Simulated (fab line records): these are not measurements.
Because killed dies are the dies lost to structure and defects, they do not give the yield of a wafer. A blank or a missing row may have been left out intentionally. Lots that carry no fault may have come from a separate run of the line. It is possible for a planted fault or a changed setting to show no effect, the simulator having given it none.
Comparing a struck lot with a sound one | flow gf180mcu | 14 out of 602 route steps
Sound: the wafers L355.1, L355.4, L355.5. Wafers L358.2, L358.3, L358.4 were the ones struck. Last of all comes the cause.
Order at every step that has rows: each side's tool, ch and its chambers, its first start. Under that, the readings that differ: sound wafers | struck wafers | difference of the means | sigmas: that difference in standard deviations of wafers without a fault.
alike: a reading whose means differ by less than 2 such deviations, as well as words and numbers matching on both sides. not compared: withheld readings; readings where some wafer has no value; bounds like >300 that might hide an equal value; numbers whose values overlap and for which the record gives no deviation.
Wherever a step has rows on one side only, a row that says differs or no value, or a row with sigmas, the two part there. Numbers that have no deviation but don't overlap get no sigmas and don't part them. A reading that every wafer of one side lacks parts them only if that side has two wafers or more.

first, 4 steps without rows for these wafers: GF_V4_STRIP_18 (strips in O2/N2); GF_V4_STRIP_19 (strips in post etch residue remover, time 1200 s); GF_V4_CLEAN_20 (cleans in DIW); GF_V4_SPUTTER_21 (material Ti, target thk 15 nm, time 80.02 s).
GF_V4_SPUTTER_22: material TiN, target thk 10 nm, time 40 s.
  struck on pvd sputter-02, day 26 11:16; sound on pvd sputter-03, day 25 23:35
  alike: cathode dc power W, chamber pressure pa, throttle valve pct
GF_V4_CVD_23: deposits W, target thk 350 nm, time 104.9 s.
  sound on cvd w-02 ch 0,1, day 25 23:38; struck on cvd w-01 ch 1, day 26 11:20
  alike: heater power w
GF_V4_RS_MEAS_24: measurement is done with a four-point probe.
  struck on film metro-04, day 26 11:32; sound on film metro-04, day 25 23:44
  alike: V4_W_RS
GF_V4_THK_MEAS_25: measures by xrf.
  struck on film metro-04, day 26 11:39; sound on film metro-04, day 25 23:52
  alike: V4_W_THK
GF_V4_CMP_26: polishes, stops on SiO2, t overpolish 15 s, target thk 0 nm.
  sound on cmp-02 ch 0,2,3, day 25 23:58; struck on cmp-02 ch 0,1,3, day 26 11:42
  alike: edge zone pressure frac, motor current A, overpolish run s, time to endpoint s
GF_MIM_SPUTTER_00: material Ti, target thk 37.5 nm, time 150 s.
  struck on pvd sputter-01, day 26 12:00; sound on pvd sputter-02, day 26 00:13
  alike: cathode dc power W, chamber pressure pa, throttle valve pct
then, 1 step without rows for these wafers: GF_MIM_SPUTTER_01 (material TiN, target thk 30 nm, time 25 s).
GF_MIM_SPUTTER_02: material AlCu, target thk 450 nm, time 23.9 s.
  struck on pvd sputter-01, day 26 12:08; sound on pvd sputter-02, day 26 00:21
  alike: cathode dc power W, chamber pressure pa, throttle valve pct
GF_MIM_SPUTTER_03: material Ti, target thk 10 nm, time 6.7 s.
  struck on pvd sputter-01, day 26 12:10; sound on pvd sputter-02, day 26 00:23
  no value came back on the struck wafers for cathode dc power W (W), chamber pressure pa (Pa), throttle valve pct (%); on the sound wafers cathode dc power W (W) reads 2999.4 2998.8 3000.3
then, 1 step without rows for these wafers: GF_MIM_SPUTTER_04 (material TiN, target thk 50 nm, time 41.7 s).

== WHERE THEY PART ==
Within this record, at GF_MIM_SPUTTER_03 only.

WHY: whatever the simulator had introduced
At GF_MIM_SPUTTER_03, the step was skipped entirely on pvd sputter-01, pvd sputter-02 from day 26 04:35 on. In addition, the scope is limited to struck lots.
